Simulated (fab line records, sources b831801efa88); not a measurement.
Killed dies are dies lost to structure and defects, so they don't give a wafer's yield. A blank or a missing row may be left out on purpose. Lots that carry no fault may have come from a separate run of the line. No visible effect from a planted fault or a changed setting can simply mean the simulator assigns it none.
A lot that was struck, set against a sound lot :: flow sky130 :: 35 steps out of a route of 708
Sound: the wafers L189.2, L189.3, L189.6. Struck: wafer L190.1. (L190.3, L190.5 of the same lot were not struck and are left out.) The cause comes at the end.
Order at every step that has rows: each side's tool, ch and its chambers, its first start. Under that, the readings that differ: sound wafers :: struck wafers :: difference of the means :: sigmas: that difference in standard deviations of wafers without a fault.
alike: readings whose means differ by less than 2 such deviations, and words and numbers that are the same on both sides. not compared: withheld readings, readings that some wafer has no value for, bounds like >300 that may hide the same value, and numbers for which the record gives no deviation and whose values overlap.
A row with sigmas, a row that says differs or no value, or rows on one side alone: a step with any of these is where the two part. Numbers that don't overlap but have no deviation are shown without sigmas and don't part them. A reading missing from all wafers of one side parts the sides only when that side holds two or more wafers.

first, 10 steps without rows for these wafers: SKY_VIA1_ETCH_15 (etches SiO2 in C4F8/O2/Ar, stops on TiN, target depth 351 nm, time 54 s); SKY_VIA1_STRIP_16 (strips in O2/N2); SKY_VIA1_STRIP_17 (strips in post etch residue remover, time 1200 s); SKY_VIA1_CLEAN_18 (cleans in IPA, time 180 s); SKY_VIA1_CLEAN_19 (cleans in O3/DIW); SKY_VIA1_SPUTTER_20 (material TiN, target thk 20 nm, time 80 s); SKY_VIA1_CVD_21 (deposits W, target thk 270 nm, time 80.902 s); SKY_VIA1_CMP_24 (polishes, stops on SiO2, t overpolish 15 s, target thk 0 nm); SKY_METAL2_SPUTTER_00 (material Ti, target thk 15 nm, time 10 s); SKY_METAL2_SPUTTER_01 (material TiN, target thk 20 nm, time 16.7 s).
SKY_METAL2_SPUTTER_02: material AlCu, target thk 250 nm, time 13.3 s.
  sound on pvd_sputter-03, day 39 15:57; struck on pvd_sputter-04, day 39 18:26
  alike: chamber_pressure_pa, throttle_valve_pct
then, 23 steps without rows for these wafers: SKY_METAL2_SPUTTER_03 (material Ti, target thk 5 nm, time 3.3 s); SKY_METAL2_SPUTTER_04 (material TiN, target thk 70 nm, time 60.39 s); SKY_METAL2_DEHYDRATE_07 (time 60 s); SKY_METAL2_HMDS_08 (prime time 60 s); SKY_METAL2_COAT_09 (resist thk 60 nm); SKY_METAL2_COAT_10 (resist thk 450 nm); SKY_METAL2_SOFTBAKE_11 (time 90 s); SKY_METAL2_EXPOSE_12 (exposes mask MM2, target cd 140 nm); SKY_METAL2_PEB_13; SKY_METAL2_DEVELOP_14 (develop time 57.98 s); SKY_METAL2_DESCUM_17 (chemistry O2, time 8 s); SKY_METAL2_ETCH_18 (etches BARC in N2/H2, stops on SiO2, time 45.9 s, target depth 60 nm); SKY_METAL2_METAL_ETCH_19 (etches the open film in Cl2/BCl3, stops on SiO2, target depth 360 nm, time 78 s); SKY_METAL2_STRIP_20 (strips in O2/N2); SKY_METAL2_STRIP_21 (strips in post etch residue remover, time 1200 s); SKY_METAL2_CLEAN_22 (cleans in IPA, time 180 s); SKY_METAL2_CLEAN_23 (cleans in O3/DIW); SKY_VIA2_HDPCVD_00 (deposits SiO2, target thk 1180 nm, time 196.7 s); SKY_VIA2_CMP_02 (polishes SiO2); SKY_VIA2_DEHYDRATE_04 (time 60 s); SKY_VIA2_HMDS_05 (prime time 60 s); SKY_VIA2_COAT_06 (resist thk 60 nm); SKY_VIA2_COAT_07 (resist thk 450 nm).
-- the record jumps here: 11 days lie between the struck wafers' starts before and after (it left off in module VIA2 and takes up again in module PAD_OPEN, whose first step shown is number 708 of the route) --
SKY_PAD_OPEN_PROBE_99:
  sound on prober-02, day 50 00:21; struck on prober-01, day 50 08:09
reading: hold
sound: - - -
struck: await_dispo/4.9h/release
difference: no value on the sound wafers
sigmas: 

reading: defect_limited_yield (%)
sound: 82.3 82.7 82.3
struck: 71.7
difference: -10.7
sigmas: -6

reading: killed_at_M0_to_M3
sound: 55 33 42
struck: 84
difference: +41
sigmas: +5

reading: killed_at_contacts
sound: 16 27 25
struck: 34
difference: +11
sigmas: +2

reading: killed_dies
sound: 87 85 87
struck: 139
difference: +53
sigmas: +6

reading: sort_bin_3_pad_short (%)
sound: 0.8 0.6 1.0
struck: 2.8
difference: +2.0
sigmas: +5

reading: sort_bin_5_function (%)
sound: 9.8 10.6 9.8
struck: 16.3
difference: +6.2
sigmas: +5

reading: sort_n_pass
sound: 405 407 405
struck: 353
difference: -53
sigmas: -6

reading: sort_yield_pct (%)
sound: 82.3 82.7 82.3
struck: 71.7
difference: -10.7
sigmas: -6

reading: model.etest.tester.sort_n_pass
sound: 405 407 405
struck: 353
difference: -53
sigmas: 

reading: model.etest.tester.sort_yield_pct (%)
sound: 82.32 82.72 82.32
struck: 71.75
difference: -10.70
sigmas: 

reading: model.etest.tester.sort_bin_5_pct (%)
sound: 9.756 10.57 9.756
struck: 16.26
difference: +6.23
sigmas: 

reading: model.etest.tester.sort_bin_3_pct (%)
sound: 0.813 0.6098 1.016
struck: 2.846
difference: +2.033
sigmas: 
  alike: killed_at_M4_up, killed_at_front_end, killed_at_other, killed_open, killed_short, sort_bin_6_memory

== WHERE THEY PART ==
SKY_PAD_OPEN_PROBE_99 only, going by this record.

WHY: what had been put in by the simulator
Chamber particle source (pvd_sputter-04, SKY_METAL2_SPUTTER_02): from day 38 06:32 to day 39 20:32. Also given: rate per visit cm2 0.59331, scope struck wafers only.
